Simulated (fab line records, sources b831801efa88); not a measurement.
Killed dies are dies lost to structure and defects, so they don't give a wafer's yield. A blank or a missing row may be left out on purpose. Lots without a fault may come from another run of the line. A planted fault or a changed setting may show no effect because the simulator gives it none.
fab line records | flow gf180mcu
record lots=12 wafers=36 last_day=34
route steps=602 shown NWELL@51 MVPSD@88 VT_IMPLANT@100 POLY_GATE@169
lots that met no fault: from a run of the same line without faults
start_h: hours from the record's first day to the start of the lot's first wafer shown | wait_h: hours since the lot's step before | " the same as in the row above | L1.1+2: a row that stands for several wafers | - no value, or no start given | * or withheld: withheld | < > ~ a bound
route shown NAME@n: a module of which the file shows steps, and the number in the route of the first | usual: mean/standard deviation of fault-free wafers | same: alike in all rows | chamber/n: place in a boat | sites: the reading at each site | _std_site: their standard deviation | _edge_site: outer sites' mean less inner sites' | radius_mm: how far each site lies from the wafer's centre | mask NAME#n: copy n | behind: the tool/chamber that last shaped the wafer | hold: why the lot was held/for how many hours/how that ended | device: the transistor (n, p or np) that didn't switch | end of line: the same wafers' tests at the end of the route | a step without rows: its recipe alone | killed: dies lost to structure and defects at the first sort, not the wafer's yield | map: a wafer's dies, x killed, . not, _ none there
set.NAME: the setting as run; set.NAME@STEP: as run at that earlier step | model.NAME: the simulator's own value behind a step, which no gauge read
steps of the route over a sample of lots; a table a step, a row a wafer
services: from which hour (start_h, from the record's first day; less than 0 if before it) a tool's chamber was out of use, for how many hours, and why
## steps
# step GF_NWELL_IMPLANT_09
# recipe species=P energy_kev=160 dose_cm2=4e+12 tilt_deg=0
# usual dose_ions_cm2=3.999e+12/4.4e+09 end_station_pressure_torr=4.99e-06/2.7e-07 faraday_current_uA=22.6/0.4
# columns lot.wafer tool chamber start_h wait_h dose_ions_cm2 end_station_pressure_torr faraday_current_uA
L179.1 implanter-02 0 57.49 0.1 4e+12 4.87e-06 22.4
L179.2 " 0 " " 3.997e+12 5.01e-06 23.5
L179.5 " 0 " " 4.005e+12 5.2e-06 22.6
L181.1 implanter-02 0 67.75 0.1 3.392e+12 4.92e-06 19.4
L181.3 " 0 " " 3.389e+12 5.2e-06 18.9
L181.5 " 0 " " 3.39e+12 5.39e-06 19.4
L182.1 implanter-01 0 71.37 0.1 4.001e+12 4.79e-06 23.1
L182.2 " 0 " " 4.002e+12 5.3e-06 22.0
L182.4 " 0 " " 4.003e+12 4.98e-06 23.3
L183.3 implanter-02 0 78.27 0.1 3.388e+12 4.74e-06 19.4
L183.5 " 0 " " 3.389e+12 5.31e-06 19.1
L183.6 " 0 " " 3.391e+12 4.9e-06 19.2
L185.3 implanter-02 0 87.67 0.1 3.389e+12 4.78e-06 18.7
L185.5 " 0 " " 3.385e+12 5.88e-06 19.0
L185.6 " 0 " " 3.387e+12 5.24e-06 18.8
L190.1 implanter-03 0 115.70 0.1 4.005e+12 4.99e-06 22.9
L190.3 " 0 " " 4.008e+12 4.79e-06 23.0
L190.5 " 0 " " 4.002e+12 4.83e-06 22.2
L191.1 implanter-01 0 119.52 0.1 4.007e+12 5.46e-06 22.8
L191.3 " 0 " " 4e+12 4.88e-06 22.4
L191.4 " 0 " " 4.002e+12 4.91e-06 22.7
L192.2 implanter-03 0 125.19 0.1 3.994e+12 4.94e-06 22.3
L192.4 " 0 " " 3.998e+12 5.08e-06 22.9
L192.6 " 0 " " 3.996e+12 4.98e-06 23.2
L193.1 implanter-01 0 131.90 0.1 4.004e+12 5.08e-06 22.6
L193.4 " 0 " " 4.001e+12 4.94e-06 22.8
L193.6 " 0 " " 4.001e+12 5.15e-06 22.0
L194.2 implanter-02 0 140.06 0.1 4.002e+12 5.26e-06 23.8
L194.3 " 0 " " 4.002e+12 4.48e-06 22.9
L194.4 " 0 " " 4e+12 5.19e-06 22.1
L200.2 implanter-03 0 170.01 0.1 4.012e+12 4.9e-06 22.6
L200.3 " 0 " " 3.999e+12 5e-06 22.3
L200.6 " 0 " " 3.998e+12 4.85e-06 23.0
L201.1 implanter-03 0 182.97 0.1 3.998e+12 5.18e-06 22.6
L201.4 " 0 " " 3.998e+12 4.74e-06 22.4
L201.6 " 0 " " 4.003e+12 4.73e-06 23.2
# step GF_MVPSD_STRIP_10
# recipe chemistry=O2/N2 power_w=1400 pressure_mtorr=1500 platen_temp_c=250 o2_flow_sccm=3000 n2_flow_sccm=300 overash_fraction=0.5
# usual drypump_motor_current_A=5.9/0.4 heater_power_w=332/30 oes_product_au=0.723/0.0047 strip_time_to_endpoint_s=36.94/0.091
# columns lot.wafer tool chamber start_h wait_h drypump_motor_current_A heater_power_w oes_product_au rf_hours_counter_h strip_time_to_endpoint_s
L179.1 plasma_asher-04 1 99.22 0.1 5.8 282 0.730 48 36.98
L179.2 " 0 " " 5.2 318 0.732 48 36.96
L179.5 " 0 " " 5.2 314 0.722 - 36.99
L181.1 plasma_asher-01 1 113.44 0.1 5.9 303 0.727 46 37.04
L181.3 " 1 " " 5.8 303 0.724 - 37.06
L181.5 " 0 " " 6.5 374 0.718 - 37.07
L182.1 plasma_asher-01 0 115.77 0.1 6.5 377 0.722 46 37.01
L182.2 " 1 " " 5.8 297 0.721 46 36.95
L182.4 " 1 " " 5.8 305 0.716 - 37.04
L183.3 plasma_asher-01 1 122.47 0.1 5.9 311 0.723 - 36.89
L183.5 " 0 " " 6.5 374 0.722 - 36.93
L183.6 " 1 " " 5.8 302 0.717 - 36.92
L185.3 plasma_asher-04 1 132.82 0.1 5.8 281 0.715 - 36.97
L185.5 " 1 " " 5.8 275 0.716 - 36.86
L185.6 " 0 " " 5.2 325 0.716 - 36.90
L190.1 plasma_asher-01 0 162.88 0.1 6.5 370 0.725 51 36.97
L190.3 " 1 " " 5.8 303 0.723 - 36.97
L190.5 " 1 " " 5.8 306 0.726 - 37.02
L191.1 plasma_asher-01 0 167.34 0.1 6.5 372 0.720 52 36.99
L191.3 " 0 " " 6.5 375 0.728 - 37.05
L191.4 " 1 " " 5.8 305 0.722 - 36.98
L192.2 plasma_asher-04 1 173.54 0.1 5.8 277 0.732 56 36.95
L192.4 " 0 " " 5.2 325 0.717 - 36.93
L192.6 " 0 " " 5.2 315 0.723 - 36.88
L193.1 plasma_asher-01 1 180.93 0.1 5.9 310 0.717 53 36.88
L193.4 " 0 " " 6.5 376 0.723 - 36.87
L193.6 " 0 " " 6.5 382 0.726 - 36.90
L194.2 plasma_asher-03 1 189.72 0.1 5.6 338 0.721 7 36.76
L194.3 " 0 " " 5.8 313 0.721 - 36.76
L194.4 " 1 " " 5.6 349 0.726 - 36.72
L200.2 plasma_asher-03 1 223.09 0.1 5.6 346 0.723 11 36.94
L200.3 " 0 " " 5.8 320 0.719 - 36.89
L200.6 " 0 " " 5.8 328 0.720 - 36.92
L201.1 plasma_asher-01 1 236.42 0.1 5.8 297 0.718 59 36.89
L201.4 " 1 " " 5.8 300 0.718 - 36.91
L201.6 " 1 " " 5.8 304 0.725 - 36.99
# step GF_VT_IMPLANT_TW_MEAS_10
# usual VT_IMPLANT_TW=563/7.6
# columns lot.wafer tool chamber start_h wait_h VT_IMPLANT_TW
L179.1 film_metro-04 - 114.10 0.1 553
L179.2 " - " " 550
L179.5 " - " " 554
L181.1 film_metro-02 - 128.85 0.1 576
L181.3 " - " " 575
L181.5 " - " " 576
L182.1 film_metro-01 - 131.00 0.1 562
L182.2 " - " " 564
L182.4 " - " " 562
L183.3 film_metro-01 - 137.39 0.1 559
L183.5 " - " " 558
L183.6 " - " " 560
L185.3 film_metro-04 - 148.79 0.1 559
L185.5 " - " " 559
L185.6 " - " " 557
L190.1 film_metro-01 - 179.59 0.1 564
L190.3 " - " " 566
L190.5 " - " " 561
L191.1 film_metro-01 - 184.32 0.1 561
L191.3 " - " " 561
L191.4 " - " " 560
L192.2 film_metro-04 - 190.05 0.1 554
L192.4 " - " " 554
L192.6 " - " " 557
L193.1 film_metro-04 - 197.79 0.1 559
L193.4 " - " " 558
L193.6 " - " " 560
L194.2 film_metro-02 - 207.08 0.1 571
L194.3 " - " " 573
L194.4 " - " " 571
L200.2 film_metro-04 - 241.05 0.1 557
L200.3 " - " " 557
L200.6 " - " " 556
L201.1 film_metro-04 - 255.39 0.1 557
L201.4 " - " " 554
L201.6 " - " " 558
# step GF_VT_IMPLANT_RS_MEAS_47
# recipe thk_meas_gauge=four-point-probe
# usual NWELL_RS=488.2/1.3
# columns lot.wafer tool chamber start_h wait_h NWELL_RS[ohm/sq]
L179.1 film_metro-03 - 160.83 0.1 488.2
L179.2 " - " " 488.1
L179.5 " - " " 488.5
L181.1 film_metro-03 - 176.15 0.1 500.0
L181.3 " - " " 499.8
L181.5 " - " " 501.2
L182.1 film_metro-04 - 178.70 0.1 488.4
L182.2 " - " " 486.7
L182.4 " - " " 487.3
L183.3 film_metro-04 - 186.06 0.1 500.0
L183.5 " - " " 498.4
L183.6 " - " " 498.4
L185.3 film_metro-02 - 199.69 0.1 498.9
L185.5 " - " " 498.9
L185.6 " - " " 501.0
L190.1 film_metro-03 - 231.20 0.1 488.8
L190.3 " - " " 487.9
L190.5 " - " " 488.3
L191.1 film_metro-03 - 237.42 0.1 488.7
L191.3 " - " " 488.6
L191.4 " - " " 489.9
L192.2 film_metro-04 - 244.24 0.1 488.8
L192.4 " - " " 489.3
L192.6 " - " " 489.0
L193.1 film_metro-03 - 252.55 0.1 487.1
L193.4 " - " " 489.0
L193.6 " - " " 488.7
L194.2 film_metro-04 - 263.04 0.1 489.4
L194.3 " - " " 489.0
L194.4 " - " " 489.0
L200.2 film_metro-04 - 299.34 0.1 489.8
L200.3 " - " " 489.3
L200.6 " - " " 488.3
L201.1 film_metro-02 - 316.35 0.1 486.6
L201.4 " - " " 487.3
L201.6 " - " " 486.3
# step GF_POLY_GATE_ETCH_12
# recipe chemistry=N2/H2 target_depth_a=withheld overetch_a=withheld time_s=withheld target=BARC ion_energy_ev=200 source_w=500 bias_w=100 pressure_mtorr=30 n2_flow_sccm=100 h2_flow_sccm=200
# usual drypump_motor_current_A=5.4/0.3 oes_product_au=0.735/0.0044 throttle_valve_pct=13.214/0.0099
# columns lot.wafer tool chamber start_h wait_h drypump_motor_current_A oes_product_au throttle_valve_pct
L179.1 rie_diel-03 1 201.53 0.0 5.4 0.736 13.235
L179.2 " 0 " " 5.3 0.736 13.223
L179.5 " 0 " " 5.3 0.731 13.217
L181.1 rie_diel-03 3 215.04 0.0 5.2 0.735 13.218
L181.3 " 2 " " 5.8 0.732 13.211
L181.5 " 2 " " 5.8 0.740 13.223
L182.1 rie_diel-01 0 219.84 0.0 5.0 0.724 13.207
L182.2 " 1 " " 5.7 0.737 13.221
L182.4 " 3 " " 5.4 0.731 13.222
L183.3 rie_diel-02 1 228.79 0.0 5.6 0.728 13.220
L183.5 " 0 " " 5.1 0.733 13.216
L183.6 " 3 " " 5.1 0.727 13.229
L185.3 rie_diel-01 0 243.89 0.0 5.1 0.734 13.218
L185.5 " 3 " " 5.4 0.740 13.212
L185.6 " 2 " " 6.0 0.731 13.194
L190.1 rie_diel-03 3 274.26 0.0 5.2 0.732 13.202
L190.3 " 0 " " 5.3 0.732 13.216
L190.5 " 2 " " 5.8 0.729 13.200
L191.1 rie_diel-02 1 281.86 0.0 5.6 0.733 13.213
L191.3 " 0 " " 5.1 0.744 13.220
L191.4 " 3 " " 5.1 0.739 13.216
L192.2 rie_diel-02 2 289.26 0.0 5.3 0.733 13.217
L192.4 " 0 " " 5.1 0.731 13.207
L192.6 " 2 " " 5.3 0.739 13.221
L193.1 rie_diel-02 0 298.04 0.0 5.1 0.730 13.211
L193.4 " 2 " " 5.3 0.732 13.217
L193.6 " 0 " " 5.1 0.730 13.214
L194.2 rie_diel-02 3 308.34 0.0 5.0 0.731 13.212
L194.3 " 2 " " 5.3 0.728 13.218
L194.4 " 2 " " 5.2 0.739 13.212
L200.2 rie_diel-02 0 346.21 0.0 5.2 0.745 13.220
L200.3 " 1 " " 5.6 0.737 13.202
L200.6 " 3 " " 5.1 0.733 13.216
L201.1 rie_diel-03 2 365.63 0.0 5.8 0.741 13.228
L201.4 " 3 " " 5.2 0.735 13.208
L201.6 " 1 " " 5.4 0.737 13.216
## services
# columns tool chamber start_h hours kind
rie_diel-03 3 39.58 4.8 repair
plasma_asher-01 - 49.68 13.6 repair
rie_diel-03 3 56.61 7.7 repair
rie_diel-02 2 59.33 9.3 repair
plasma_asher-01 - 60.91 2.9 repair
implanter-02 - 80.78 3.0 repair
implanter-03 - 93.83 4.9 pm
rie_diel-03 2 96.73 4.0 repair
implanter-02 - 100.49 5.3 pm
rie_diel-02 0 101.77 4.3 repair
implanter-03 - 127.00 2.7 pm
implanter-02 - 141.69 4.2 repair
implanter-02 - 149.78 9.4 pm
rie_diel-03 0 178.13 9.9 repair
implanter-03 - 183.75 2.6 repair
rie_diel-02 3 196.03 21.0 repair
rie_diel-03 3 196.21 12.2 repair
rie_diel-02 2 196.67 48.9 repair
implanter-03 - 200.05 3.0 repair
rie_diel-02 0 211.10 4.0 repair
rie_diel-02 1 211.76 4.1 repair
implanter-03 - 229.52 18.9 repair
rie_diel-03 1 271.66 4.9 repair
rie_diel-02 - 353.18 14.6 pm
## key
first_sign step=GF_NWELL_IMPLANT_09 reading=dose_ions_cm2 direction=down sigmas=99+ usual=3.999e+12 struck=3.389e+12
effect step=GF_NWELL_IMPLANT_09 reading=faraday_current_uA direction=down sigmas=8.5 usual=22.6 struck=19.1
effect step=GF_VT_IMPLANT_RS_MEAS_47 reading=NWELL_RS direction=up sigmas=8.6 usual=488.2 struck=499.6
met_at GF_NWELL_IMPLANT_09
struck_lots L181,L183,L185
tester_left_out L181,L183,L185
not_acting_at GF_MVPSD_STRIP_10,GF_VT_IMPLANT_TW_MEAS_10,GF_POLY_GATE_ETCH_12
onset_between 57.49 67.75
fault kind=process_parameter_drift tool=implanter-02 chamber=- onset_h=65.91 steps=GF_NWELL_IMPLANT_09 channel=dose_cm2 offset=-6.1108e+11 shape=step end_h=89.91 acts_in=these_recipes_only stated=4e+12
# tester_left_out: of these lots the tester's yield and bins aren't shown, on N5 and GAA mostly nor the transistor test; their killed dies are dies lost to structure and defects alone, not to doping, threshold or leakage, so they don't give the yield
